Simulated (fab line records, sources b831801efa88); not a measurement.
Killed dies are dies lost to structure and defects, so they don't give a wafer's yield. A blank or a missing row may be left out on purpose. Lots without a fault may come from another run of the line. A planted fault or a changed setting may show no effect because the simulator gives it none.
A struck lot beside a sound one | flow sky130 | 18 steps out of a route of 708
Sound: wafers L544.1, L544.4, L544.5. Struck: wafers L531.1, L531.4, L531.6. The cause comes at the end.
At each step with rows: each side's tool, then ch and its chambers, then its first start. Under that, the readings that differ: sound wafers | struck wafers | difference of the means | sigmas: that difference in standard deviations of wafers without a fault.
alike: readings whose means differ by less than 2 such deviations, and words and numbers that are the same on both sides. not compared: withheld readings, readings that some wafer has no value for, bounds like >300 that may hide the same value, and numbers for which the record gives no deviation and whose values overlap.
The two part at a step that has a row with sigmas, a row that says differs or no value, or rows on one side only. Numbers that don't overlap but have no deviation are shown without sigmas and don't part them. A reading that every wafer of one side lacks parts them only if that side has two wafers or more.

first, 2 steps without rows for these wafers: SKY_GATE_OXIDE_CLEAN_00 (cleans in SC1/SC2, time 150 s); SKY_GATE_OXIDE_OXIDATION_01 (stabilise 600 s, purge 300 s, target thk 10.268 nm).
SKY_GATE_OXIDE_THK_MEAS_02:
  sound on film_metro-02, day 18 21:45; struck on film_metro-01, day 15 04:31
  alike: GATE_OXIDE_OXIDATION_00_THK
then, 7 steps without rows for these wafers: SKY_GATE_OXIDE_DEHYDRATE_03 (time 60 s); SKY_GATE_OXIDE_HMDS_04 (prime time 60 s); SKY_GATE_OXIDE_COAT_05 (resist thk 1140 nm); SKY_GATE_OXIDE_SOFTBAKE_06 (time 60 s); SKY_GATE_OXIDE_EXPOSE_07 (exposes mask LVOM, target cd 600 nm); SKY_GATE_OXIDE_PEB_08; SKY_GATE_OXIDE_DEVELOP_09 (develop time 60 s).
SKY_GATE_OXIDE_OVL_MEAS_10:
  sound on overlay-01, day 20 04:40; struck on overlay-01, day 16 06:59
  alike: GATE_OXIDE_OVL
then, 1 step without rows for these wafers: SKY_GATE_OXIDE_IMPLANT_11.
SKY_GATE_OXIDE_WET_ETCH_12: etches SiO2 in dHF, target depth 16.8 nm, time 336 s.
  sound on wet_bench-01 ch 3, day 20 04:51; struck on wet_bench-01 ch 1, day 16 07:10
  reading                                    | sound             | struck            | difference | sigmas
  run_length_s (s)                           | 369 369 369       | 156 156 156       | -213       | -65
  model.SiO2_of_FIELD_ISO_CVD_24.thk_nm (nm) | 365.9 364.6 363.8 | 375.6 375.1 375.1 | +10.5      |
  alike: bath_heat_duty_pct
SKY_GATE_OXIDE_STRIP_13: strips in O2/N2.
  sound on plasma_asher-02 ch 0,1, day 20 04:58; struck on plasma_asher-03 ch 0,1, day 16 07:16
  alike: drypump_motor_current_A, oes_product_au, strip_time_to_endpoint_s
  not compared: rf_hours_counter_h
SKY_GATE_OXIDE_TW_MEAS_14:
  sound on film_metro-01, day 20 05:04; struck on film_metro-02, day 16 07:22
  alike: GATE_OXIDE_TW
SKY_GATE_OXIDE_CLEAN_15: cleans in SC1/SC2, time 150 s.
  sound on wet_bench-02 ch 1, day 20 05:07; struck on wet_bench-01 ch 0, day 16 07:25
  reading                                    | sound           | struck            | difference | sigmas
  bath_heat_duty_pct (%)                     | 15.2 15.4 16.9  | 12.5 13.2 11.4    | -3.5       | -2
  model.SiO2_of_FIELD_ISO_CVD_24.thk_nm (nm) | 365.3 364 363.1 | 374.9 374.5 374.4 | +10.5      |
then, 1 step without rows for these wafers: SKY_GATE_OXIDE_OXIDATION_16 (stabilise 600 s, purge 300 s, target thk 3.57 nm).
-- the record jumps here: 31 days lie between the struck wafers' starts before and after (it left off in module GATE_OXIDE and takes up again in module PAD_OPEN, whose first step shown is number 708 of the route) --
SKY_PAD_OPEN_PROBE_99:
  sound on prober-01, day 50 00:38; struck on prober-01, day 47 10:12
  reading             | sound      | struck      | difference | sigmas
  killed_at_front_end | 19 18 9    | 408 417 419 | +399       | +97
  killed_dies         | 103 100 87 | 492 492 492 | +395       | +42
  killed_on_rim       | 19 15 20   | 96 96 96    | +78        | +21
  alike: killed_at_M0_to_M3, killed_at_M4_up, killed_at_contacts, killed_at_other, killed_open, killed_short

WHERE THEY PART
First at SKY_GATE_OXIDE_WET_ETCH_12; last, within this record, at SKY_PAD_OPEN_PROBE_99.

WHY: what the simulator had put in
Process parameter drift: wet_bench-01, from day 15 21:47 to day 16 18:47, at SKY_GATE_OXIDE_WET_ETCH_12. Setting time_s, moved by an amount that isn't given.
